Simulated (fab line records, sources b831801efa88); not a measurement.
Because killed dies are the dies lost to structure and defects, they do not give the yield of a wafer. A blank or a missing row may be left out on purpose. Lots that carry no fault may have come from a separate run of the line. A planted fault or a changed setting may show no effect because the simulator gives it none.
Struck lot and sound lot, side by side :: flow sfq-line :: 13 out of 325 route steps
Sound: these wafers, L784.1, L784.2, L784.3. Struck: wafer L798.6 (left out: L798.1, L798.5 of the same lot, which were not struck); the cause appears at the end.
At each step with rows: each side's tool, then ch and its chambers, then its first start. Under that, the readings that differ: sound wafers :: struck wafers :: difference of the means :: sigmas: that difference in standard deviations of wafers without a fault.
alike: readings whose means differ by less than 2 such deviations, and words and numbers that are the same on both sides. not compared: withheld readings, readings that some wafer has no value for, bounds like >300 that may hide the same value, and numbers for which the record gives no deviation and whose values overlap.
The two part at a step that has a row with sigmas, a row that says differs or no value, or rows on one side only. Numbers that have no deviation but don't overlap get no sigmas and don't part them. Lack of a reading on every wafer of one side parts them only where that side has two or more wafers.

first, 6 steps without rows for these wafers: SFQ_TRILAYER_M0_LITHO_COAT_026 (resist thk 62 nm); SFQ_TRILAYER_M0_LITHO_COAT_021 (resist thk 600 nm); SFQ_TRILAYER_M0_LITHO_SOFTBAKE_025; SFQ_TRILAYER_M0_LITHO_EXPOSE_022 (exposes mask M0, target cd 500 nm); SFQ_TRILAYER_M0_LITHO_PEB_024 (peb time 60 s); SFQ_TRILAYER_M0_LITHO_DEVELOP_023 (time 60 s).
SFQ_M0_OVL_MEAS_906:
  sound on overlay-01, day 8 02:53; struck on overlay-02, day 13 14:47
reading: M0_OVL (nm)
sound: -5 -4 -3
struck: 9
difference: +13
sigmas: +3
SFQ_TRILAYER_M0_BARC_OPEN_METAL_ETCH_031: etches BARC in O2, target depth 125 nm, time 41.7 s.
  sound on rie-metal-03 ch 0,1, day 8 02:56; struck on rie-metal-03 ch 0, day 13 14:49
  alike: drypump-motor-current-A, he-backside-leak-sccm, oes-product-au, rf-fwd-power-W
  not compared: rf-hours-counter-h
SFQ_TRILAYER_M0_ETCH_METAL_ETCH_024: etches Nb in Cl2/Ar, stops on SiO2, target depth 240 nm, time 120 s.
  sound on rie-metal-03 ch 0,1, day 8 02:59; struck on rie-metal-03 ch 0, day 13 14:53
  alike: drypump-motor-current-A, he-backside-leak-sccm, oes-product-au, rf-fwd-power-W
  not compared: rf-hours-counter-h
SFQ_TRILAYER_M0_STRIP_STRIP_025: strips in O2.
  sound on rie-metal-03 ch 0,1, day 8 03:07; struck on rie-metal-03 ch 0, day 13 15:00
  alike: drypump-motor-current-A, he-backside-leak-sccm, oes-product-au
  not compared: rf-hours-counter-h
then, 1 step without rows for these wafers: SFQ_TRILAYER_M0_STRIP_SOLV_CLEAN_026 (cleans in NMP, time 600 s).
SFQ_TRILAYER_I0_DEP_PECVD_027: deposits SiO2 from SiH4/N2O, time 111.11 s, target thk 500 nm.
  sound on pecvd-02 ch 0,1,2, day 8 03:55; struck on pecvd-01 ch 1, day 13 15:47
reading: heater-power-w (W)
sound: 77 86 111
struck: 54
difference: -37
sigmas: -2

reading: run-length-s (s)
sound: 138.6 139.5 139.4
struck: 134.2
difference: -5.0
sigmas: -10

reading: model.SiO2_of_TRILAYER_I0_DEP_PECVD_027.thk-nm (nm)
sound: 497.7 497.1 500.3
struck: 484
difference: -14
sigmas: 
  alike: heater-power-outer-w, throttle-valve-pct
  not compared: rf-fwd-power-W
SFQ_TRILAYER_I0_CMP_CMP_028: polishes SiO2.
  sound on cmp-01 ch 1,2,3, day 8 04:29; struck on cmp-01 ch 2, day 14 02:21
reading: platen-rpm (rpm)
sound: 60.06 60.05 60.07
struck: 59.96
difference: -0.10
sigmas: -2

reading: time-to-endpoint-s (s)
sound: 208 209 213
struck: 192
difference: -18
sigmas: -3
  alike: head-pressure-psi, motor-current-A, slurry-flow-ml-min

== WHERE THEY PART ==
Earliest at SFQ_M0_OVL_MEAS_906; latest, in this record, at SFQ_TRILAYER_I0_CMP_CMP_028.

WHY: what had been put in by the simulator
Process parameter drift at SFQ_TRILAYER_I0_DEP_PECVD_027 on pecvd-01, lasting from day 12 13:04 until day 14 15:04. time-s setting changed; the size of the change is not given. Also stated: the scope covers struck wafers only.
